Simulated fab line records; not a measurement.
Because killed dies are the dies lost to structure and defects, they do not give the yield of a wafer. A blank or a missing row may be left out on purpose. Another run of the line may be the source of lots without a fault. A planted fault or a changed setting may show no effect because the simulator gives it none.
2 desks, one fault + flow sky130 + what lay behind the numbers comes last; until then each desk has only its own

## FROM THE METROLOGY DESK
What the gauges read, lot by lot, whatever tool the lot ran on: means of the sampled wafers that have a number. Any lot whose mean is over 4 standard deviations away from the usual mean is out of limits and marked OUT; that distance is given in the brackets.
Columns: A = PWDE_OVL at SKY_PWDE_OVL_MEAS_07, usual 0.8 nm; B = NWELL_00_OVL at SKY_NWELL_OVL_MEAS_10, usual -1.1 nm; C = SONOS_TUNNEL_OVL at SKY_SONOS_TUNNEL_OVL_MEAS_08, usual -0.3 nm; D = POLY_GATE_TW at SKY_RES_PROTECT_TW_MEAS_08, usual 4076; E = LDD_HVN_TW at SKY_LDD_HVN_TW_MEAS_10, usual 1437
| lot  | first seen here | A    | B    | C    | D    | E    |
|------|-----------------|------|------|------|------|------|
| L936 | day 3 17:20     | -1.5 | -0.7 | -1.2 | 4055 | 1444 |
| L937 | day 4 00:08     | -2.0 | -0.6 | 1.1  | 4054 | 1444 |
| L938 | day 4 04:14     | 0.9  | -2.9 | -1.3 | 4088 | 1434 |
| L939 | day 4 16:35     | -0.9 | -3.2 | -1.2 | 4039 | 1448 |
| L940 | day 4 20:57     | 1.9  | 1.6  | -1.9 | 4068 | 1448 |
| L942 | day 5 07:33     | 3.6  | -3.0 | -0.3 | 4134 | 1447 |
| L945 | day 6 10:02     | 1.1  | -0.3 | 0.2  | 4119 | 1442 |
| L948 | day 6 18:08     | 0.5  | -0.7 | 0.2  | 4039 | 1431 |
| L947 | day 6 18:29     | 0.7  | -1.9 | 1.4  | 4124 | 1442 |
| L949 | day 6 21:56     | 0.2  | -1.6 | -1.2 | 4038 | 1437 |
| L952 | day 7 15:35     | 2.6  | -0.5 | -2.3 | 4128 | 1439 |
| L956 | day 8 15:56     | 1.5  | -1.9 | -0.6 | 4137 | 1428 |
| L958 | day 9 02:48     | 0.6  | -1.6 | -1.3 | 4032 | 1438 |
| L959 | day 9 06:50     | 3.3  | 0.3  | 0.4  | 4018 | 1433 |
Result from this desk: across the 14 lots, nothing is out of limits.

## FOR THE TOOL OWNER'S DESK: rie diel-01
The tool's own readings at SKY_FIELD_ISO_ETCH_14 (etches BARC in N2/H2, stops on SiO2, time 45.9 s, target depth 60 nm): means of the sampled wafers that have a number, for each lot that ran on this tool. Any lot whose mean is over 4 standard deviations away from the usual mean is out of limits and marked OUT; that distance is given in the brackets.
Columns: A = drypump motor current A at SKY_FIELD_ISO_ETCH_14, usual 6.0 A; B = oes product au at SKY_FIELD_ISO_ETCH_14, usual 0.854 a.u.; C = throttle valve pct at SKY_FIELD_ISO_ETCH_14, usual 13.225 %
| lot  | first seen here | A   | B               | C      |
|------|-----------------|-----|-----------------|--------|
| L938 | day 2 14:27     | 5.8 | 0.854           | 13.228 |
| L945 | day 4 07:58     | 5.9 | 0.854           | 13.231 |
| L947 | day 4 16:49     | 6.1 | 0.856           | 13.227 |
| L948 | day 4 19:29     | 6.0 | 0.809 (-10) OUT | 13.216 |
| L952 | day 5 19:34     | 6.2 | 0.783 (-16) OUT | 13.211 |
This desk finds L948, L952 out of limits, L948 being first, at day 4 19:29 (oes product au at SKY_FIELD_ISO_ETCH_14). L938, L945, L947 stayed within limits.

## BROUGHT TOGETHER
An alarm could have come from the tool owner's desk at day 4 19:29, on L948, L952.
At the metrology desk, nothing out of limits was observed.
The metrology desk holds a record of L948, L952, inside its limits.
On rie diel-01, each named lot ran SKY_FIELD_ISO_ETCH_14.

## WHAT WAS PUT IN BY THE SIMULATOR
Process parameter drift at SKY_FIELD_ISO_ETCH_14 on rie diel-01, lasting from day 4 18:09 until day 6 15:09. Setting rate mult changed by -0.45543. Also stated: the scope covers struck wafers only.
Struck lots among those shown: L948, L952.
Delay in hours, fault start to first out-of-limits reading, by desk: the tool owner's desk at 1.
